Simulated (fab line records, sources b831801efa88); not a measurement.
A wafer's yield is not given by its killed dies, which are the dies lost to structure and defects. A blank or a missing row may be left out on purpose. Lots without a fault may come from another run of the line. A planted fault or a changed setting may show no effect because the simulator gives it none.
fab line records + flow sky130
[record]
- lots = 12
- wafers = 36
- lastDay = 50
route steps=708 shown POLY_GATE@229 LDD_LDN@296 SD_P@324
lots untouched by any fault: they come from a run of this same line in which no faults occurred
startH: the number of hours between the record's first day and the start of the first shown wafer of the lot + waitH: hours since the lot's step before + " unchanged from the row above + L1.1+2: several wafers, shown together as one row + - either no value or no given start + * or withheld: withheld + < > ~ a bound
route shown NAME@n: names a module that has steps shown in the file, with the first one's number in the route + usual: mean/standard deviation taken from wafers without a fault + same: alike in all rows + chamber/n: place in a boat + sites: readings site by site + _std_site: standard deviation across them + _edge_site: outer sites' mean less inner sites' + radiusMm: how far each site lies from the wafer's centre + mask NAME#n: copy n + behind: tool/chamber where the wafer was last shaped + hold: cause of the lot's hold/its duration in hours/its outcome + device: the n, p or np transistor that did not switch + end of line: the tests these same wafers got at the end of their route + for a step that has no rows: nothing shown but its recipe + killed: dies lost to structure and defects at the first sort, not the wafer's yield + map: a wafer's dies, x killed, . not, _ none there
set.NAME: the setting the step ran with; set.NAME@STEP: the setting that earlier step ran with + model.NAME: the simulator's own value behind a step, which no gauge read
steps of the route over a sample of lots; a table a step, a row a wafer
services: when a tool's chamber went out of use (startH, in hours from the record's first day, below 0 if earlier), for how many hours, and the reason
[[steps]]
[step SKY_POLY_GATE_ETCH_15]
[recipe]
- chemistry = N2/H2
- target = BARC
- ionEnergyEv = 200
- sourceW = 500
- biasW = 100
- pressureMtorr = 30
- n2FlowSccm = 100
- h2FlowSccm = 200
- stopOn = SiO2
- timeS = 118.5
- targetDepthA = 1100
[usual]
- biasW = 99.98/0.27
- drypumpMotorCurrentA = 5.6/0.49
- oesProductAu = 0.716/0.0048
- throttleValvePct = 13.213/0.0097
[same]
- timeS = 118.5
| lot.wafer | tool       | chamber | startH | waitH | biasW  | drypumpMotorCurrentA | oesProductAu | rfHoursCounterH | throttleValvePct |
|-----------|------------|---------|--------|-------|--------|----------------------|--------------|-----------------|------------------|
| L743.2    | rieDiel-02 | 1       | 376.35 | 0.0   | 100.12 | 5.2                  | 0.715        | 11              | 13.199           |
| L743.4    | "          | 0       | "      | "     | 100.15 | 5.9                  | 0.714        | 6               | 13.205           |
| L743.5    | "          | 3       | "      | "     | 99.64  | 5.1                  | 0.716        | -               | 13.209           |
| L744.2    | rieDiel-02 | 0       | 380.60 | 0.0   | 100.24 | 5.9                  | 0.707        | 6               | 13.217           |
| L744.5    | "          | 0       | "      | "     | 100.35 | 5.9                  | 0.710        | -               | 13.205           |
| L744.6    | "          | 3       | "      | "     | 99.87  | 5.1                  | 0.710        | -               | 13.221           |
| L745.1    | rieDiel-01 | 1       | 389.09 | 0.0   | 100.28 | 4.8                  | 0.715        | 77              | 13.207           |
| L745.4    | "          | 0       | "      | "     | 99.96  | 5.6                  | 0.710        | 11              | 13.201           |
| L745.5    | "          | 3       | "      | "     | 100.26 | 5.5                  | 0.716        | -               | 13.219           |
| L746.2    | rieDiel-02 | 3       | 401.04 | 0.0   | 99.85  | 5.1                  | 0.706        | 8               | 13.223           |
| L746.3    | "          | 2       | "      | "     | 100.16 | 5.8                  | 0.712        | 2               | 13.220           |
| L746.6    | "          | 1       | "      | "     | 100.43 | 5.2                  | 0.711        | -               | 13.196           |
| L750.2    | rieDiel-03 | 2       | 442.90 | 0.0   | 99.92  | 6.5                  | 0.712        | 5               | 13.200           |
| L750.3    | "          | 0       | "      | "     | 99.82  | 5.1                  | 0.710        | 13              | 13.222           |
| L750.6    | "          | 3       | "      | "     | 100.08 | 6.3                  | 0.719        | -               | 13.218           |
| L752.1    | rieDiel-03 | 3       | 462.30 | 0.0   | 100.07 | 6.2                  | 0.724        | 82              | 13.218           |
| L752.3    | "          | 2       | "      | "     | 99.96  | 6.5                  | 0.718        | 5               | 13.210           |
| L752.4    | "          | 1       | "      | "     | 100.28 | 5.4                  | 0.716        | 5               | 13.209           |
| L754.2    | rieDiel-01 | 3       | 472.24 | 0.0   | 99.91  | 5.4                  | 0.722        | 65              | 13.207           |
| L754.3    | "          | 1       | "      | "     | 99.24  | 4.8                  | 0.718        | 79              | 13.207           |
| L754.6    | "          | 0       | "      | "     | 99.89  | 5.6                  | 0.720        | -               | 13.219           |
| L756.2    | rieDiel-03 | 3       | 490.54 | 0.0   | 100.53 | 6.3                  | 0.716        | 83              | 13.214           |
| L756.5    | "          | 0       | "      | "     | 99.75  | 5.0                  | 0.720        | -               | 13.220           |
| L756.6    | "          | 2       | "      | "     | 100.20 | 6.6                  | 0.713        | -               | 13.224           |
| L758.1    | rieDiel-01 | 1       | 502.64 | 0.0   | 100.20 | 4.7                  | 0.718        | 79              | 13.211           |
| L758.2    | "          | 3       | "      | "     | 100.32 | 5.4                  | 0.715        | 66              | 13.196           |
| L758.5    | "          | 0       | "      | "     | 100.00 | 5.6                  | 0.715        | -               | 13.210           |
| L761.1    | rieDiel-01 | 2       | 530.80 | 0.0   | 100.16 | 5.8                  | 0.718        | 4               | 13.213           |
| L761.5    | "          | 2       | "      | "     | 99.96  | 5.8                  | 0.719        | -               | 13.216           |
| L761.6    | "          | 1       | "      | "     | 100.06 | 4.7                  | 0.720        | -               | 13.204           |
| L762.1    | rieDiel-03 | 2       | 540.75 | 0.0   | 100.49 | 6.5                  | 0.716        | 7               | 13.213           |
| L762.4    | "          | 2       | "      | "     | 100.00 | 6.6                  | 0.722        | -               | 13.208           |
| L762.5    | "          | 1       | "      | "     | 99.33  | 5.5                  | 0.723        | -               | 13.214           |
| L765.3    | rieDiel-03 | 1       | 564.25 | 0.0   | 99.68  | 5.5                  | 0.711        | 7               | 13.209           |
| L765.4    | "          | 2       | "      | "     | 99.70  | 6.5                  | 0.720        | 7               | 13.210           |
| L765.5    | "          | 1       | "      | "     | 99.87  | 5.4                  | 0.714        | -               | 13.204           |
[step SKY_POLY_GATE_ETCH_17]
[recipe]
- targetDepthNm = 180
- stopOn = SiO2
- overEtchFrac = 0.56667
- chemistry = HBr/Cl2
- target = poly-Si
- icpW = 400
- biasW = 100
- pressureMtorr = 10
- HBr_flow_sccm = 150
- Cl2_flow_sccm = 50
- timeS = 70.5
[usual]
- biasW = 99.99/0.29
- drypumpMotorCurrentA = 5.7/0.43
- oesProductAu = 0.983/0.0091
- throttleValvePct = 33.684/0.0091
[same]
- timeS = 70.5
| lot.wafer | tool     | chamber | startH | waitH | biasW  | drypumpMotorCurrentA | oesProductAu | rfHoursCounterH | throttleValvePct |
|-----------|----------|---------|--------|-------|--------|----------------------|--------------|-----------------|------------------|
| L743.2    | rieSi-01 | 1       | 376.53 | 0.0   | 99.94  | 6.2                  | 0.980        | 14              | 33.686           |
| L743.4    | "        | 0       | "      | "     | 100.25 | 5.5                  | 0.984        | 5               | 33.688           |
| L743.5    | "        | 3       | "      | "     | 100.26 | 6.2                  | 0.979        | -               | 33.710           |
| L744.2    | rieSi-01 | 1       | 380.78 | 0.0   | 100.16 | 6.2                  | 0.999        | 14              | 33.668           |
| L744.5    | "        | 2       | "      | "     | 100.27 | 5.8                  | 0.994        | -               | 33.677           |
| L744.6    | "        | 3       | "      | "     | 100.14 | 6.2                  | 0.975        | -               | 33.668           |
| L745.1    | rieSi-02 | 1       | 389.27 | 0.0   | 99.05  | 5.2                  | 0.981        | 0               | 33.678           |
| L745.4    | "        | 3       | "      | "     | 100.06 | 5.1                  | 0.974        | -               | 33.691           |
| L745.5    | "        | 1       | "      | "     | 99.81  | 5.1                  | 0.978        | -               | 33.682           |
| L746.2    | rieSi-02 | 2       | 401.22 | 0.0   | 100.31 | 6.0                  | 0.990        | 1               | 33.692           |
| L746.3    | "        | 3       | "      | "     | 99.73  | 5.1                  | 0.971        | 2               | 33.701           |
| L746.6    | "        | 1       | "      | "     | 100.28 | 5.2                  | 0.980        | -               | 33.690           |
| L750.2    | rieSi-01 | 1       | 443.08 | 0.0   | 100.11 | 6.2                  | 0.999        | 14              | 33.700           |
| L750.3    | "        | 0       | "      | "     | 99.84  | 5.5                  | 0.985        | 6               | 33.688           |
| L750.6    | "        | 3       | "      | "     | 100.10 | 6.2                  | 0.988        | -               | 33.687           |
| L752.1    | rieSi-01 | 3       | 462.48 | 0.0   | 100.22 | 6.2                  | 0.977        | 23              | 33.687           |
| L752.3    | "        | 0       | "      | "     | 100.05 | 5.5                  | 0.993        | 6               | 33.686           |
| L752.4    | "        | 1       | "      | "     | 99.80  | 6.2                  | 1.000        | 14              | 33.674           |
| L754.2    | rieSi-02 | 2       | 472.42 | 0.0   | 100.08 | 6.0                  | 0.987        | 2               | 33.693           |
| L754.3    | "        | 0       | "      | "     | 100.04 | 5.5                  | 0.994        | 1               | 33.672           |
| L754.6    | "        | 1       | "      | "     | 99.51  | 5.2                  | 0.982        | -               | 33.682           |
| L756.2    | rieSi-02 | 0       | 490.72 | 0.0   | 100.06 | 5.6                  | 1.001        | 1               | 33.679           |
| L756.5    | "        | 3       | "      | "     | 99.97  | 5.1                  | 0.978        | -               | 33.687           |
| L756.6    | "        | 2       | "      | "     | 99.81  | 6.0                  | 0.988        | -               | 33.673           |
| L758.1    | rieSi-02 | 3       | 502.82 | 0.0   | 99.82  | 5.1                  | 0.972        | 3               | 33.680           |
| L758.2    | "        | 0       | "      | "     | 100.02 | 5.6                  | 0.998        | 1               | 33.681           |
| L758.5    | "        | 3       | "      | "     | 99.89  | 5.1                  | 0.979        | -               | 33.686           |
| L761.1    | rieSi-01 | 1       | 530.98 | 0.0   | 100.30 | 6.2                  | 0.977        | 15              | 33.698           |
| L761.5    | "        | 1       | "      | "     | 100.26 | 6.2                  | 0.990        | -               | 33.678           |
| L761.6    | "        | 2       | "      | "     | 99.57  | 5.8                  | 0.977        | -               | 33.685           |
| L762.1    | rieSi-02 | 3       | 541.02 | 0.1   | 100.51 | 5.1                  | 0.981        | 3               | 33.685           |
| L762.4    | "        | 2       | "      | "     | 99.62  | 6.0                  | 0.986        | 2               | 33.668           |
| L762.5    | "        | 3       | "      | "     | 100.50 | 5.0                  | 0.965        | -               | 33.677           |
| L765.3    | rieSi-01 | 3       | 564.43 | 0.0   | 99.79  | 6.3                  | 0.974        | 24              | 33.681           |
| L765.4    | "        | 0       | "      | "     | 99.70  | 5.5                  | 0.996        | 7               | 33.695           |
| L765.5    | "        | 1       | "      | "     | 99.97  | 6.2                  | 0.996        | -               | 33.677           |
[step SKY_LDD_LDN_OVL_MEAS_07]
[usual]
- LDD_LDN_OVL = 1.1/1.3
| lot.wafer | tool       | chamber | startH | waitH | LDD_LDN_OVL[nm] |
|-----------|------------|---------|--------|-------|-----------------|
| L743.2    | overlay-02 | -       | 533.50 | 0.1   | 0.9             |
| L743.4    | "          | -       | "      | "     | 0.6             |
| L743.5    | "          | -       | "      | "     | 3.6             |
| L744.2    | overlay-01 | -       | 536.20 | 0.1   | 1.3             |
| L744.5    | "          | -       | "      | "     | -0.7            |
| L744.6    | "          | -       | "      | "     | 0.9             |
| L745.1    | overlay-02 | -       | 550.04 | 0.1   | 3.3             |
| L745.4    | "          | -       | "      | "     | 1.9             |
| L745.5    | "          | -       | "      | "     | 2.8             |
| L746.2    | overlay-02 | -       | 559.55 | 0.1   | 3.2             |
| L746.3    | "          | -       | "      | "     | 2.3             |
| L746.6    | "          | -       | "      | "     | 2.2             |
| L750.2    | overlay-01 | -       | 597.90 | 0.1   | 0.0             |
| L750.3    | "          | -       | "      | "     | 1.0             |
| L750.6    | "          | -       | "      | "     | 0.0             |
| L752.1    | overlay-02 | -       | 616.49 | 0.1   | 2.2             |
| L752.3    | "          | -       | "      | "     | 0.6             |
| L752.4    | "          | -       | "      | "     | 3.1             |
| L754.2    | overlay-01 | -       | 625.35 | 0.1   | -0.7            |
| L754.3    | "          | -       | "      | "     | 0.2             |
| L754.6    | "          | -       | "      | "     | 1.2             |
| L756.2    | overlay-01 | -       | 642.70 | 0.1   | -0.1            |
| L756.5    | "          | -       | "      | "     | 2.6             |
| L756.6    | "          | -       | "      | "     | 0.3             |
| L758.1    | overlay-02 | -       | 655.19 | 0.1   | 1.2             |
| L758.2    | "          | -       | "      | "     | 0.9             |
| L758.5    | "          | -       | "      | "     | 0.4             |
| L761.1    | overlay-01 | -       | 680.70 | 0.1   | -0.3            |
| L761.5    | "          | -       | "      | "     | 0.2             |
| L761.6    | "          | -       | "      | "     | -0.7            |
| L762.1    | overlay-01 | -       | 689.79 | 0.1   | 1.4             |
| L762.4    | "          | -       | "      | "     | 1.2             |
| L762.5    | "          | -       | "      | "     | 0.5             |
| L765.3    | overlay-01 | -       | 710.21 | 0.1   | 0.5             |
| L765.4    | "          | -       | "      | "     | -0.1            |
| L765.5    | "          | -       | "      | "     | -1.5            |
[step SKY_SD_P_EXPOSE_04]
[recipe]
- maskId = PSDM
- na = 0.6
- sourceShape = conventional
- sigmaOuter = 0.6
- polarization = unpolarized
- targetCdNm = 380
- doseMj = 138
| lot.wafer  | tool            | chamber | startH | waitH | mask   |
|------------|-----------------|---------|--------|-------|--------|
| L743.2+4+5 | ilineStepper-02 | 0       | 580.96 | -     | PSDM#0 |
| L744.2+5+6 | ilineStepper-02 | 0       | 584.55 | -     | PSDM#0 |
| L745.1+4+5 | ilineStepper-02 | 0       | 597.05 | -     | PSDM#0 |
| L746.2+3+6 | ilineStepper-01 | 0       | 606.80 | -     | PSDM#0 |
| L750.2+3+6 | ilineStepper-02 | 0       | 643.44 | -     | PSDM#0 |
| L752.1+3+4 | ilineStepper-01 | 0       | 661.62 | -     | PSDM#0 |
| L754.2+3+6 | ilineStepper-01 | 0       | 670.09 | -     | PSDM#0 |
| L756.2+5+6 | ilineStepper-02 | 0       | 688.39 | -     | PSDM#0 |
| L758.1+2+5 | ilineStepper-02 | 0       | 701.51 | -     | PSDM#0 |
| L761.1+5+6 | ilineStepper-02 | 0       | 725.49 | -     | PSDM#0 |
| L762.1+4+5 | ilineStepper-02 | 0       | 734.65 | -     | PSDM#0 |
| L765.3+4+5 | ilineStepper-02 | 0       | 754.74 | -     | PSDM#0 |
[step SKY_SD_P_OVL_MEAS_08]
[usual]
- SD_P_OVL = -1.7/1.6
| lot.wafer | tool       | chamber | startH | waitH | SD_P_OVL[nm] |
|-----------|------------|---------|--------|-------|--------------|
| L743.2    | overlay-01 | -       | 595.81 | 0.1   | -1.8         |
| L743.4    | "          | -       | "      | "     | -4.1         |
| L743.5    | "          | -       | "      | "     | -1.6         |
| L744.2    | overlay-02 | -       | 598.01 | 0.1   | -2.6         |
| L744.5    | "          | -       | "      | "     | 1.8          |
| L744.6    | "          | -       | "      | "     | -0.9         |
| L745.1    | overlay-02 | -       | 611.85 | 0.1   | -0.6         |
| L745.4    | "          | -       | "      | "     | -2.4         |
| L745.5    | "          | -       | "      | "     | 0.5          |
| L746.2    | overlay-02 | -       | 621.12 | 0.1   | -1.0         |
| L746.3    | "          | -       | "      | "     | 0.5          |
| L746.6    | "          | -       | "      | "     | -0.2         |
| L750.2    | overlay-01 | -       | 657.31 | 0.1   | -1.9         |
| L750.3    | "          | -       | "      | "     | 1.9          |
| L750.6    | "          | -       | "      | "     | 0.0          |
| L752.1    | overlay-01 | -       | 675.91 | 0.1   | 100.4        |
| L752.3    | "          | -       | "      | "     | 99.1         |
| L752.4    | "          | -       | "      | "     | 99.1         |
| L754.2    | overlay-02 | -       | 683.21 | 0.1   | 103.8        |
| L754.3    | "          | -       | "      | "     | 101.4        |
| L754.6    | "          | -       | "      | "     | 101.5        |
| L756.2    | overlay-01 | -       | 702.46 | 0.1   | -3.9         |
| L756.5    | "          | -       | "      | "     | -3.4         |
| L756.6    | "          | -       | "      | "     | -3.3         |
| L758.1    | overlay-01 | -       | 714.86 | 0.1   | -3.4         |
| L758.2    | "          | -       | "      | "     | -2.6         |
| L758.5    | "          | -       | "      | "     | -1.9         |
| L761.1    | overlay-02 | -       | 739.56 | 0.1   | -3.6         |
| L761.5    | "          | -       | "      | "     | -1.3         |
| L761.6    | "          | -       | "      | "     | -2.8         |
| L762.1    | overlay-02 | -       | 748.05 | 0.1   | 0.9          |
| L762.4    | "          | -       | "      | "     | -0.8         |
| L762.5    | "          | -       | "      | "     | 0.9          |
| L765.3    | overlay-02 | -       | 768.28 | 0.1   | -1.6         |
| L765.4    | "          | -       | "      | "     | -1.0         |
| L765.5    | "          | -       | "      | "     | -2.8         |
[[services]]
| tool            | chamber | startH | hours | kind   |
|-----------------|---------|--------|-------|--------|
| rieSi-01        | -       | 361.11 | 1.6   | repair |
| rieDiel-03      | 0       | 366.77 | 1.7   | repair |
| ilineStepper-02 | -       | 399.22 | 1.7   | pm     |
| rieDiel-01      | 3       | 402.96 | 2.6   | repair |
| rieDiel-01      | 3       | 425.08 | 3.4   | repair |
| rieDiel-01      | -       | 427.08 | 4.0   | pm     |
| rieDiel-01      | 2       | 458.88 | 21.0  | repair |
| rieSi-02        | -       | 463.84 | 2.8   | pm     |
| rieDiel-03      | 1       | 473.70 | 32.0  | repair |
| rieDiel-03      | 2       | 506.23 | 10.5  | repair |
| rieDiel-03      | 3       | 508.73 | 2.6   | repair |
| ilineStepper-02 | -       | 509.81 | 4.4   | pm     |
| rieDiel-01      | 3       | 524.41 | 4.6   | repair |
| rieSi-01        | 3       | 530.38 | 6.9   | repair |
| rieDiel-03      | 0       | 538.85 | 4.6   | repair |
| rieSi-01        | 1       | 552.76 | 3.8   | repair |
| rieSi-02        | -       | 570.41 | 0.5   | repair |
| rieDiel-01      | 3       | 580.14 | 2.4   | repair |
| rieDiel-01      | -       | 598.41 | 1.7   | repair |
| rieDiel-03      | 2       | 609.50 | 8.3   | repair |
| rieSi-02        | 3       | 643.44 | 3.1   | repair |
| rieSi-01        | 0       | 659.83 | 4.1   | repair |
| rieSi-01        | -       | 684.93 | 5.2   | repair |
| rieDiel-03      | 1       | 742.85 | 10.0  | repair |
[[key]]
[firstSign]
- step = SKY_SD_P_OVL_MEAS_08
- reading = SD_P_OVL
- direction = up
- sigmas = 64
- usual = -1.7
- struck = 100.9
effect none on later readings
metAt SKY_SD_P_EXPOSE_04
struckLots L752,L754
testerLeftOut L752,L754
notActingAt SKY_POLY_GATE_ETCH_15,SKY_POLY_GATE_ETCH_17,SKY_LDD_LDN_OVL_MEAS_07
onsetBetween 606.80 661.62
[fault]
- kind = scannerMatchingOverlay
- tool = ilineStepper-01
- chamber = -
- onsetH = 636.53
- steps = SKY_SD_P_EXPOSE_04
- offset = 102.66
// testerLeftOut: of these lots the tester's yield and bins aren't shown, on N5 and GAA mostly nor the transistor test; their killed dies are dies lost to structure and defects alone, not to doping, threshold or leakage, so they don't give the yield
